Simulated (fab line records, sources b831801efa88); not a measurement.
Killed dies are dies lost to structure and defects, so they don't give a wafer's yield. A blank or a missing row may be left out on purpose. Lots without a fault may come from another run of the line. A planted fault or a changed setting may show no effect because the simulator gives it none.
A struck lot beside a sound one | flow sky130 | 14 steps out of a route of 708
Sound: wafers L836.2, L836.3, L836.6. Struck: wafers L826.1, L826.4, L826.6. The cause comes at the end.
At each step with rows: each side's tool, then ch and its chambers, then its first start. Under that, the readings that differ: sound wafers | struck wafers | difference of the means | sigmas: that difference in standard deviations of wafers without a fault.
alike: readings whose means differ by less than 2 such deviations, and words and numbers that are the same on both sides. not compared: withheld readings, readings that some wafer has no value for, bounds like >300 that may hide the same value, and numbers for which the record gives no deviation and whose values overlap.
The two part at a step that has a row with sigmas, a row that says differs or no value, or rows on one side only. Numbers that don't overlap but have no deviation are shown without sigmas and don't part them. A reading that every wafer of one side lacks parts them only if that side has two wafers or more.

first, 2 steps without rows for these wafers: SKY_VT_ADJUST_HVTP_PEB_05; SKY_VT_ADJUST_HVTP_DEVELOP_06 (develop time 60 s).
SKY_VT_ADJUST_HVTP_CD_MEAS_07: target cd 380 nm.
  sound on cd_sem-02, day 9 21:03; struck on cd_sem-02, day 7 05:46
  alike: cd_nm
SKY_VT_ADJUST_HVTP_OVL_MEAS_08:
  sound on overlay-01, day 9 21:10; struck on overlay-02, day 7 05:53
  alike: VT_ADJUST_HVTP_OVL
then, 1 step without rows for these wafers: SKY_VT_ADJUST_HVTP_IMPLANT_09.
SKY_VT_ADJUST_HVTP_STRIP_10: strips in O2/N2.
  sound on plasma_asher-01 ch 0,1, day 9 21:20; struck on plasma_asher-01 ch 0,1, day 7 06:05
  alike: drypump_motor_current_A, oes_product_au, strip_time_to_endpoint_s
  not compared: rf_hours_counter_h
SKY_VT_ADJUST_HVTP_TW_MEAS_11:
  sound on film_metro-01, day 9 21:27; struck on film_metro-01, day 7 06:11
  alike: VT_ADJUST_HVTP_TW
then, 5 steps without rows for these wafers: SKY_VT_ADJUST_LVTN_DEHYDRATE_00 (time 60 s); SKY_VT_ADJUST_LVTN_HMDS_01 (prime time 60 s); SKY_VT_ADJUST_LVTN_COAT_02 (resist thk 3000 nm); SKY_VT_ADJUST_LVTN_SOFTBAKE_03; SKY_VT_ADJUST_LVTN_EXPOSE_04 (exposes mask NWM COMPLEMENT LESS NATIVE, target cd 840 nm).
SKY_VT_ADJUST_LVTN_PEB_05:
  sound on litho_track-02 ch 0, day 10 18:00; struck on litho_track-03, day 8 01:00
  no value came back on the struck wafers for chill_plate_temp_C (C), exhaust_pa (Pa), heater_power_total_W (W); on the sound wafers chill_plate_temp_C (C) reads 22.99 23.15 23.14
then, 1 step without rows for these wafers: SKY_VT_ADJUST_LVTN_DEVELOP_06 (develop time 60 s).

WHERE THEY PART
Only at SKY_VT_ADJUST_LVTN_PEB_05, within this record.

WHY: what the simulator had put in
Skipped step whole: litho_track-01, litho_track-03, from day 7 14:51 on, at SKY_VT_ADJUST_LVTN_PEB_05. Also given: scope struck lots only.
